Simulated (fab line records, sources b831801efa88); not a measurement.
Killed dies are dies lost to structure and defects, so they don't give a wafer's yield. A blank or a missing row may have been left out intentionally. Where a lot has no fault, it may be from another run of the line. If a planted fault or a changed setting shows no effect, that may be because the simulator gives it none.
A lot that was struck, set against a sound lot + flow sky130 + 43 steps out of a route of 708
Sound: the wafers L186.2, L186.3, L186.4. Wafers L195.1, L195.2, L195.3 were the ones struck. Last of all comes the cause.
For every step that has rows: the tool of each side, followed by ch and its chambers, followed by its first start. Under that, the readings that differ: sound wafers + struck wafers + difference of the means + sigmas: that difference in standard deviations of wafers without a fault.
alike: readings with means less than 2 such deviations apart, plus words and numbers identical on both sides. not compared: withheld readings, readings lacking a value on some wafer, bounds such as >300 that could conceal the same value, and numbers that have no deviation in the record and whose values overlap.
The two part at a step that has a row with sigmas, a row that says differs or no value, or rows on one side only. Numbers that don't overlap but have no deviation are shown without sigmas and don't part them. A reading missing from all wafers of one side parts the sides only when that side holds two or more wafers.

first, 6 steps without rows for these wafers: SKY_FIELD_ISO_COAT_07 (resist thk 60 nm); SKY_FIELD_ISO_COAT_08 (resist thk 441.6 nm); SKY_FIELD_ISO_SOFTBAKE_09 (time 90 s); SKY_FIELD_ISO_EXPOSE_10 (exposes mask FOM, target cd 150 nm); SKY_FIELD_ISO_PEB_11; SKY_FIELD_ISO_DEVELOP_12 (develop time 60 s).
SKY_FIELD_ISO_CD_MEAS_13 targets a cd of 150 nm.
  struck on cd-sem-01, day 4 15:57; sound on cd-sem-02, day 2 17:17
  alike: cd-nm
SKY_FIELD_ISO_ETCH_14: etches BARC in N2/H2, stops on SiO2, time 45.9 s, target depth 60 nm.
  sound on rie-diel-03 ch 1,2,3, day 2 17:23; struck on rie-diel-02 ch 0,1,3, day 4 16:04
  alike: drypump-motor-current-A, oes-product-au, throttle-valve-pct
  not compared: rf-hours-counter-h
SKY_FIELD_ISO_ETCH_15: etches the open film in CHF3/O2, stops on Si, target depth 180 nm, time 72 s.
  sound on rie-diel-03 ch 1,2,3, day 2 17:25; struck on rie-diel-02 ch 0,1,3, day 4 16:07
  alike: drypump-motor-current-A, oes-product-au, throttle-valve-pct
  not compared: rf-hours-counter-h
SKY_FIELD_ISO_STRIP_16: strips in O2/N2.
  sound on plasma-asher-03 ch 0,1, day 2 17:29; struck on plasma-asher-01 ch 0,1, day 4 16:10
  alike: drypump-motor-current-A, oes-product-au, strip-time-to-endpoint-s
  not compared: rf-hours-counter-h
then, 2 steps without rows for these wafers: SKY_FIELD_ISO_ETCH_17 (etches Si in HBr/Cl2/O2, target depth 342 nm, time 97.7 s); SKY_FIELD_ISO_WET_ETCH_18 (etches Si3N4 in H3PO4, target depth 25 nm, time 286 s).
SKY_FIELD_ISO_CLEAN_19: cleans in SC1/SC2, time 150 s.
  sound on wet-bench-03 ch 2, day 2 17:44; struck on wet-bench-03 ch 0, day 4 16:25
  alike: bath-heat-duty-pct
then, 3 steps without rows for these wafers: SKY_FIELD_ISO_CLEAN_20 (cleans in dHF, time 20 s); SKY_FIELD_ISO_WET_ETCH_21 (etches SiO2 in dHF, target depth 20 nm, time 400 s); SKY_FIELD_ISO_OXIDATION_22 (stabilise 600 s, purge 300 s, target thk 10 nm).
SKY_FIELD_ISO_THK_MEAS_23:
  struck on film-metro-02, day 4 20:09; sound on film-metro-02, day 2 22:07
  alike: FIELD_ISO_OXIDATION_01_THK
then, 1 step without rows for these wafers: SKY_FIELD_ISO_CVD_24 (deposits SiO2, target thk 595 nm, time 99.2 s).
SKY_FIELD_ISO_THK_MEAS_25:
  struck on film-metro-02, day 4 20:17; sound on film-metro-03, day 2 22:16
  alike: FIELD_ISO_CVD_24_THK
then, 1 step without rows for these wafers: SKY_FIELD_ISO_ANNEAL_26 (time 1800 s).
SKY_FIELD_ISO_CMP_27: polishes, stops on Si3N4, t overpolish 16 s, target thk 457.8 nm.
  sound on cmp-02 ch 0,1,3, day 3 05:23; struck on cmp-02 ch 0,2,3, day 4 23:35
  alike: motor-current-A, overpolish-run-s, slurry-flow-ml-min, time-to-endpoint-s
then, 5 steps without rows for these wafers: SKY_FIELD_ISO_WET_ETCH_28 (etches SiO2 in dHF, target depth 23.7 nm, time 47 s); SKY_FIELD_ISO_WET_ETCH_29 (etches Si3N4 in H3PO4, target depth 160 nm, time 1825 s); SKY_FIELD_ISO_WET_ETCH_30 (etches SiO2 in dHF, target depth 25 nm, time 50 s); SKY_NWELL_CLEAN_00 (cleans in SC1/SC2, time 150 s); SKY_NWELL_OXIDATION_01 (stabilise 600 s, purge 300 s, target thk 10 nm).
SKY_NWELL_THK_MEAS_02:
  struck on film-metro-03, day 5 01:54; sound on film-metro-04, day 3 10:37
  alike: NWELL_OXIDATION_THK
then, 8 steps without rows for these wafers: SKY_DNWELL_DEHYDRATE_00 (time 60 s); SKY_DNWELL_HMDS_01 (prime time 60 s); SKY_DNWELL_COAT_02 (resist thk 3036 nm); SKY_DNWELL_SOFTBAKE_03; SKY_DNWELL_EXPOSE_04 (exposes mask DNM, target cd 3000 nm); SKY_DNWELL_PEB_05; SKY_DNWELL_DEVELOP_06 (develop time 60 s); SKY_DNWELL_IMPLANT_07.
SKY_DNWELL_STRIP_08: strips in O2/N2.
  sound on plasma-asher-01 ch 0,1, day 4 01:47; struck on plasma-asher-02 ch 0,1, day 5 20:04
  alike: drypump-motor-current-A, oes-product-au, strip-time-to-endpoint-s
  not compared: rf-hours-counter-h
SKY_DNWELL_TW_MEAS_09:
  struck on film-metro-03, day 5 20:10; sound on film-metro-03, day 4 01:54
  alike: DNWELL_TW
then, 5 steps without rows for these wafers: SKY_PWDE_DEHYDRATE_00 (time 60 s); SKY_PWDE_HMDS_01 (prime time 60 s); SKY_PWDE_COAT_02 (resist thk 3000 nm); SKY_PWDE_SOFTBAKE_03; SKY_PWDE_EXPOSE_04 (exposes mask PWDEM, target cd 840 nm).
-- the record jumps here: 43 days lie between the struck wafers' starts before and after (it left off in module PWDE and takes up again in module PAD_OPEN, whose first step shown is number 708 of the route) --
SKY_PAD_OPEN_PROBE_99:
  struck on prober-02, day 48 14:26; sound on prober-02, day 46 03:01
| reading             | sound      | struck      | difference | sigmas |
|---------------------|------------|-------------|------------|--------|
| killed-at-front-end | 10 21 20   | 75 72 65    | +54        | +12    |
| killed-dies         | 82 108 100 | 131 141 120 | +34        | +4     |
  alike: killed_at_M0_to_M3, killed_at_M4_up, killed-at-contacts, killed-at-other, killed-open, killed-short

== WHERE THEY PART ==
Only at SKY_PAD_OPEN_PROBE_99, within this record.

WHY: the cause the simulator had injected
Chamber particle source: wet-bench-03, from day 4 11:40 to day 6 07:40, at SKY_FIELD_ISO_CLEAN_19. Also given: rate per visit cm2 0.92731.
